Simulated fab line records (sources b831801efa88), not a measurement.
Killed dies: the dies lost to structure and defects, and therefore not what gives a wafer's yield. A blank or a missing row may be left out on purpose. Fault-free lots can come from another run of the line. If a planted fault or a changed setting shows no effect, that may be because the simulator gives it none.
Struck lot and sound lot, side by side + flow sky130 + 37 steps out of a route of 708
Sound: these wafers, L385.1, L385.4, L385.5. Struck: wafer L375.3 (L375.2, L375.5, from the same lot, were not struck and are left out); the cause is given at the end.
Order at every step that has rows: each side's tool, ch and its chambers, its first start. Under that, the readings that differ: sound wafers + struck wafers + difference of the means + sigmas: that difference in standard deviations of wafers without a fault.
alike: readings whose means differ by less than 2 such deviations, and words and numbers that are the same on both sides. not compared: withheld readings, readings that some wafer has no value for, bounds like >300 that may hide the same value, and numbers for which the record gives no deviation and whose values overlap.
The two part at a step that has a row with sigmas, a row that says differs or no value, or rows on one side only. Non-overlapping numbers with no deviation appear without sigmas and do not part them. A reading that every wafer of one side lacks parts them only if that side has two wafers or more.

first, 10 steps without rows for these wafers: SKY_VIA3_ETCH_15 (etches SiO2 in C4F8/O2/Ar, stops on TiN, target depth 507 nm, time 78 s); SKY_VIA3_STRIP_16 (strips in O2/N2); SKY_VIA3_STRIP_17 (strips in post etch residue remover, time 1200 s); SKY_VIA3_CLEAN_18 (cleans in IPA, time 180 s); SKY_VIA3_CLEAN_19 (cleans in O3/DIW); SKY_VIA3_SPUTTER_20 (material TiN, target thk 20 nm, time 80 s); SKY_VIA3_CVD_21 (deposits W, target thk 390 nm, time 117.31 s); SKY_VIA3_CMP_24 (polishes, stops on SiO2, t overpolish 20 s, target thk 0 nm); SKY_METAL4_SPUTTER_00 (material Ti, target thk 15 nm, time 10 s); SKY_METAL4_SPUTTER_01 (material TiN, target thk 20 nm, time 16.7 s).
SKY_METAL4_SPUTTER_02: material AlCu, target thk 735 nm, time 39.1 s.
  sound on pvdSputter-03, day 45 19:13; struck on pvdSputter-02, day 43 01:25
| reading                                    | sound           | struck | difference | sigmas |
|--------------------------------------------|-----------------|--------|------------|--------|
| model.AlCu_of_METAL4_SPUTTER_02.thkNm (nm) | 728 727.2 738.1 | 806.4  | +75.3      |        |
  alike: chamberPressurePa, throttleValvePct
then, 24 steps without rows for these wafers: SKY_METAL4_SPUTTER_03 (material Ti, target thk 5 nm, time 3.3 s); SKY_METAL4_SPUTTER_04 (material TiN, target thk 70 nm, time 58.3 s); SKY_CAP2M_CVD_00 (deposits SiO2, target thk 15.5 nm); SKY_CAP2M_SPUTTER_02 (material TiN, target thk 200 nm, time 166.7 s); SKY_CAP2M_DEHYDRATE_05 (time 60 s); SKY_CAP2M_HMDS_06 (prime time 60 s); SKY_CAP2M_COAT_07 (resist thk 1140 nm); SKY_CAP2M_SOFTBAKE_08 (time 60 s); SKY_CAP2M_EXPOSE_09 (exposes mask CAP2M, target cd 1000 nm); SKY_CAP2M_PEB_10; SKY_CAP2M_DEVELOP_11 (develop time 60 s); SKY_CAP2M_METAL_ETCH_13 (etches TiN in Cl2/BCl3, stops on SiO2, target depth 220 nm, time 62.9 s); SKY_CAP2M_STRIP_14 (strips in O2/N2); SKY_CAP2M_STRIP_15 (strips in post etch residue remover, time 1200 s); SKY_CAP2M_CLEAN_16 (cleans in IPA, time 180 s); SKY_CAP2M_CLEAN_17 (cleans in O3/DIW); SKY_METAL4_DEHYDRATE_05 (time 60 s); SKY_METAL4_HMDS_06 (prime time 60 s); SKY_METAL4_COAT_07 (resist thk 60 nm); SKY_METAL4_COAT_08 (resist thk 1140 nm); SKY_METAL4_SOFTBAKE_09 (time 90 s); SKY_METAL4_EXPOSE_10 (exposes mask MM4, target cd 300 nm); SKY_METAL4_PEB_11; SKY_METAL4_DEVELOP_12 (develop time 60 s).
SKY_METAL4_METAL_ETCH_18: etches the open film in Cl2/BCl3, stops on SiO2, target depth 845 nm, time 183.1 s.
  sound on rieMetal-03 ch 1, day 47 13:06; struck on rieMetal-02 ch 1, day 44 23:57
| reading             | sound             | struck | difference | sigmas |
|---------------------|-------------------|--------|------------|--------|
| oesProductAu (a.u.) | 0.857 0.860 0.866 | 0.911  | +0.050     | +7     |
  alike: chamberPressureMTorr, drypumpMotorCurrentA, throttleValvePct
  not compared: rfHoursCounterH
-- the record jumps here: 4 days lie between the struck wafers' starts before and after (it left off in module METAL4 and takes up again in module PAD_OPEN, whose first step shown is number 708 of the route) --
SKY_PAD_OPEN_PROBE_99:
  sound on prober-01, day 50 17:36; struck on prober-01, day 48 14:52
| reading                    | sound                   | struck  | difference | sigmas |
|----------------------------|-------------------------|---------|------------|--------|
| killedAtFrontEnd           | 17 14 24                | 7       | -11        | -3     |
| model.etest.met4.lineOhmUm | 0.1439 0.1441 0.1391    | 0.1307  | -0.0117    |        |
| model.etest.met4.rsOhmSq   | 0.04238 0.04292 0.04274 | 0.03856 | -0.00412   |        |
  alike: defectLimitedYield, killed_at_M0_to_M3, killed_at_M4_up, killedAtContacts, killedAtOther, killedDies, killedOpen, killedShort

WHERE THEY PART
Earliest at SKY_METAL4_METAL_ETCH_18; latest, in this record, at SKY_PAD_OPEN_PROBE_99.

WHY: what the simulator had put in
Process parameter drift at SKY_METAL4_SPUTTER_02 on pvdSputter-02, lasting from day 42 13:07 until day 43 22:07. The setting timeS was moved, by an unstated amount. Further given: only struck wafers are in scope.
